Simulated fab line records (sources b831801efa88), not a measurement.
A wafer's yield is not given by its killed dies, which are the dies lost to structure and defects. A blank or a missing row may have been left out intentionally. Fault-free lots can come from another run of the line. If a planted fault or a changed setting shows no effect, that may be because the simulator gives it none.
One fault seen from 2 desks + flow gf180mcu + only its own numbers are on each desk; what lay behind them is given at the end

== TOOL OWNER'S DESK, pvd sputter-01 ==
The tool's own readings at GF_TOP_METAL_SPUTTER_02 (material AlCu, target thk 900 nm, time 47.82 s): means of the sampled wafers that have a number, for each lot that ran on this tool. The brackets show how far a lot's mean lies from the usual mean; more than 4 standard deviations puts the lot out of limits, marked OUT.
Columns: A = throttle valve pct at GF_TOP_METAL_SPUTTER_02, usual 29.8 %
| lot  | first seen here | A    |
|------|-----------------|------|
| L564 | day 27 04:56    | 29.7 |
| L574 | day 30 11:17    | 28.9 |
| L575 | day 30 16:34    | 28.8 |
This desk's finding: nothing out of limits on any of the 3 lots.

== METROLOGY DESK ==
What the gauges read, lot by lot, whatever tool the lot ran on: means of the sampled wafers that have a number. The brackets show how far a lot's mean lies from the usual mean; more than 4 standard deviations puts the lot out of limits, marked OUT.
Columns: A = TOP_METAL_ALCU_RS at GF_TOP_METAL_RS_MEAS_05, usual 0.03286 ohm/sq; B = TOP_METAL_ALCU_THK at GF_TOP_METAL_THK_MEAS_06, usual 909 nm
| lot  | first seen here | A                  | B              |
|------|-----------------|--------------------|----------------|
| L564 | day 27 05:05    | 0.03291            | 910            |
| L565 | day 27 15:07    | 0.03313            | 914            |
| L574 | day 30 11:23    | 0.03439 (+6.1) OUT | 867 (-5.0) OUT |
| L575 | day 30 16:40    | 0.03531 (+9.8) OUT | 847 (-7.4) OUT |
| L576 | day 31 00:22    | 0.03264            | 913            |
| L579 | day 31 23:20    | 0.03261            | 924            |
| L582 | day 32 14:19    | 0.03276            | 914            |
| L583 | day 32 16:38    | 0.03326            | 899            |
| L584 | day 32 23:37    | 0.03284            | 904            |
| L585 | day 33 05:16    | 0.03295            | 907            |
| L587 | day 33 14:35    | 0.03282            | 908            |
Per this desk, out of limits: L574, L575; the first was L574, day 30 11:23 (TOP_METAL_ALCU_RS at GF_TOP_METAL_RS_MEAS_05). In limits: L564, L565, L576, L579, L582, L583, L584, L585, L587.

== BROUGHT TOGETHER ==
The metrology desk could have raised an alarm at day 30 11:23, on L574, L575.
Nothing out of limits was seen by the tool owner's desk.
On record at the tool owner's desk: L574, L575, within its limits.
Of the lots named, all ran GF_TOP_METAL_SPUTTER_02 on pvd sputter-01.

== WHAT WAS PUT IN BY THE SIMULATOR ==
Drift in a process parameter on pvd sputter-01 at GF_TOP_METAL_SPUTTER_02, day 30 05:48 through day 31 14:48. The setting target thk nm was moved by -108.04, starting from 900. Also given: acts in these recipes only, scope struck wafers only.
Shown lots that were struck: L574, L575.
Delay in hours, fault start to first out-of-limits reading, per desk: metrology desk 6.
